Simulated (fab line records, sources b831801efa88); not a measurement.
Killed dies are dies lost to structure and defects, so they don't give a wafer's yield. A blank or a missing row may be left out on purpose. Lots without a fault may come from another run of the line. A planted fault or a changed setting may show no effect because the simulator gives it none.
A struck lot beside a sound one | flow sky130 | 20 steps out of a route of 708
Sound: wafers L624.1, L624.2, L624.5. Struck: wafers L629.3, L629.4, L629.5. The cause comes at the end.
At each step with rows: each side's tool, then ch and its chambers, then its first start. Under that, the readings that differ: sound wafers | struck wafers | difference of the means | sigmas: that difference in standard deviations of wafers without a fault.
alike: readings whose means differ by less than 2 such deviations, and words and numbers that are the same on both sides. not compared: withheld readings, readings that some wafer has no value for, bounds like >300 that may hide the same value, and numbers for which the record gives no deviation and whose values overlap.
The two part at a step that has a row with sigmas, a row that says differs or no value, or rows on one side only. Numbers that don't overlap but have no deviation are shown without sigmas and don't part them. A reading that every wafer of one side lacks parts them only if that side has two wafers or more.

first, 4 steps without rows for these wafers: SKY_NWELL_SOFTBAKE_06; SKY_NWELL_EXPOSE_07 (exposes mask NWM, target cd 840 nm); SKY_NWELL_PEB_08; SKY_NWELL_DEVELOP_09 (develop time 60 s).
SKY_NWELL_OVL_MEAS_10:
  sound on overlay-02, day 8 05:05; struck on overlay-01, day 9 03:42
  alike: NWELL_00_OVL
then, 3 steps without rows for these wafers: SKY_NWELL_IMPLANT_11; SKY_NWELL_IMPLANT_12; SKY_NWELL_IMPLANT_13.
SKY_NWELL_STRIP_14: strips in O2/N2.
  sound on plasma_asher-04 ch 0,1, day 8 05:34; struck on plasma_asher-02 ch 0,1, day 9 04:13
  alike: drypump_motor_current_A, oes_product_au, strip_time_to_endpoint_s
  not compared: rf_hours_counter_h
SKY_NWELL_TW_MEAS_15:
  sound on film_metro-01, day 8 05:40; struck on film_metro-04, day 9 04:17
  alike: NWELL_TW
then, 2 steps without rows for these wafers: SKY_NWELL_DEHYDRATE_16 (time 60 s); SKY_NWELL_HMDS_17 (prime time 60 s).
SKY_NWELL_COAT_18: resist thk 3000 nm.
  sound on litho_track-03 ch 0, day 8 15:44; struck on litho_track-04, day 9 14:47
  no value came back on the struck wafers for chill_plate_temp_C (C), dispense_pressure_kPa (kPa); on the sound wafers chill_plate_temp_C (C) reads 23.05 22.90 23.03
then, 4 steps without rows for these wafers: SKY_NWELL_SOFTBAKE_19; SKY_NWELL_EXPOSE_20 (exposes mask NWM COMPLEMENT, target cd 840 nm); SKY_NWELL_PEB_21; SKY_NWELL_DEVELOP_22 (develop time 60 s).
SKY_NWELL_OVL_MEAS_23:
  sound on overlay-01, day 9 02:41; struck on overlay-02, day 10 01:30
  reading           | sound        | struck | difference                    | sigmas
  NWELL_01_OVL (nm) | 1.2 -0.5 1.1 | - - -  | no value on the struck wafers |
then, 1 step without rows for these wafers: SKY_NWELL_IMPLANT_24.
-- the record jumps here: 41 days lie between the struck wafers' starts before and after (it left off in module NWELL and takes up again in module PAD_OPEN, whose first step shown is number 708 of the route) --
SKY_PAD_OPEN_PROBE_99:
  sound on prober-01, day 51 11:31; struck on prober-02, day 51 12:28
  reading             | sound    | struck      | difference | sigmas
  killed_at_front_end | 21 13 16 | 419 444 418 | +410       | +91
  killed_dies         | 96 72 86 | 492 492 492 | +407       | +42
  killed_on_rim       | 19 14 13 | 96 96 96    | +81        | +21
  alike: killed_at_M0_to_M3, killed_at_M4_up, killed_at_contacts, killed_at_other, killed_open, killed_short

WHERE THEY PART
First at SKY_NWELL_COAT_18; last, within this record, at SKY_PAD_OPEN_PROBE_99.

WHY: what the simulator had put in
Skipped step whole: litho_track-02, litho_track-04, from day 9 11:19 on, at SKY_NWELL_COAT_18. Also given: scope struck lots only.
